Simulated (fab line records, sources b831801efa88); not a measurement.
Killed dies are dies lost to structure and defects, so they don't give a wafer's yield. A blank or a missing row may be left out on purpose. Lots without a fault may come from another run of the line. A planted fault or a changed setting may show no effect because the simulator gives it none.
A struck lot beside a sound one | flow gf180mcu | 15 steps out of a route of 602
Sound: wafers L820.2, L820.3, L820.4. Struck: wafers L834.3, L834.5, L834.6. The cause comes at the end.
At each step with rows: each side's tool, then ch and its chambers, then its first start. Under that, the readings that differ: sound wafers | struck wafers | difference of the means | sigmas: that difference in standard deviations of wafers without a fault.
alike: readings whose means differ by less than 2 such deviations, and words and numbers that are the same on both sides. not compared: withheld readings, readings that some wafer has no value for, bounds like >300 that may hide the same value, and numbers for which the record gives no deviation and whose values overlap.
The two part at a step that has a row with sigmas, a row that says differs or no value, or rows on one side only. Numbers that don't overlap but have no deviation are shown without sigmas and don't part them. A reading that every wafer of one side lacks parts them only if that side has two wafers or more.

first, 1 step without rows for these wafers: GF_SALICIDE_WET_ETCH_01 (etches SiO2 in dHF, target depth 5 nm, time 100 s).
GF_SALICIDE_SPUTTER_02: material Co, target thk 10 nm, time 20 s.
  sound on pvd_sputter-01, day 15 05:00; struck on pvd_sputter-01, day 20 08:17
  alike: throttle_valve_pct
GF_SALICIDE_SPUTTER_03: material TiN, target thk 20 nm, time 16.7 s.
  sound on pvd_sputter-01, day 15 05:01; struck on pvd_sputter-01, day 20 08:19
  alike: throttle_valve_pct
GF_SALICIDE_RS_MEAS_04: measures by four-point-probe.
  sound on film_metro-03, day 15 05:04; struck on film_metro-02, day 20 08:23
  alike: SALICIDE_TIN_RS
GF_SALICIDE_THK_MEAS_05: measures by xrf.
  sound on film_metro-03, day 15 05:11; struck on film_metro-02, day 20 08:29
  alike: SALICIDE_TIN_THK
GF_SALICIDE_RTA_06: time 30 s.
  sound on rtp_anneal-01 ch 0, day 15 05:15; struck on rtp_anneal-01 ch 0, day 20 08:34
  alike: lamp_power_pct, wafer_temp_C_max
then, 1 step without rows for these wafers: GF_SALICIDE_WET_ETCH_07 (etches the open film in SPM, target depth 120 nm).
GF_SALICIDE_RTA_08: time 30 s.
  sound on rtp_anneal-02 ch 0, day 15 05:26; struck on rtp_anneal-02 ch 0, day 20 08:45
  alike: lamp_power_pct, wafer_temp_C_max
then, 1 step without rows for these wafers: GF_CONTACT_CVD_00 (deposits SiO2, target thk 300 nm, time 50 s).
GF_CONTACT_THK_MEAS_01:
  sound on film_metro-02, day 15 05:35; struck on film_metro-01, day 20 08:53
  alike: CONTACT_CVD_00_THK
GF_CONTACT_CVD_02: deposits SiO2 from TEOS, target thk 860 nm, time 95.992 s.
  sound on pecvd-03 ch 0,1,2, day 15 05:38; struck on pecvd-02 ch 0,1,2, day 20 08:55
  alike: heater_power_w
GF_CONTACT_THK_MEAS_03:
  sound on film_metro-04, day 15 05:43; struck on film_metro-02, day 20 09:01
  alike: CONTACT_CVD_02_THK
GF_CONTACT_CMP_04: polishes SiO2.
  sound on cmp-02 ch 1,2,3, day 15 05:46; struck on cmp-02 ch 0,1,2, day 20 09:09
  no value came back on the struck wafers for edge_zone_pressure_frac, head_pressure_psi (psi), motor_current_A (A), time_to_endpoint_s (s); on the sound wafers edge_zone_pressure_frac reads 0.994 0.997 1.002
  reading                                  | sound             | struck          | difference | sigmas
  model.SiO2_of_CONTACT_CVD_02.thk_nm (nm) | 558.4 559.8 558.9 | 846 865.6 887.9 | +307       |
GF_CONTACT_BOW_MEAS_05:
  sound on film_metro-01, day 15 06:05; struck on film_metro-01, day 20 09:41
  reading          | sound    | struck | difference                    | sigmas
  CONTACT_BOW (um) | 77 70 65 | - - -  | no value on the struck wafers |
  not compared: hold
GF_PASSIVATION_PROBE_99:
  the record has rows for the sound wafers here (prober-02, day 29 02:41) and none for the struck ones

WHERE THEY PART
First at GF_CONTACT_CMP_04; last, within this record, at GF_PASSIVATION_PROBE_99.

WHY: what the simulator had put in
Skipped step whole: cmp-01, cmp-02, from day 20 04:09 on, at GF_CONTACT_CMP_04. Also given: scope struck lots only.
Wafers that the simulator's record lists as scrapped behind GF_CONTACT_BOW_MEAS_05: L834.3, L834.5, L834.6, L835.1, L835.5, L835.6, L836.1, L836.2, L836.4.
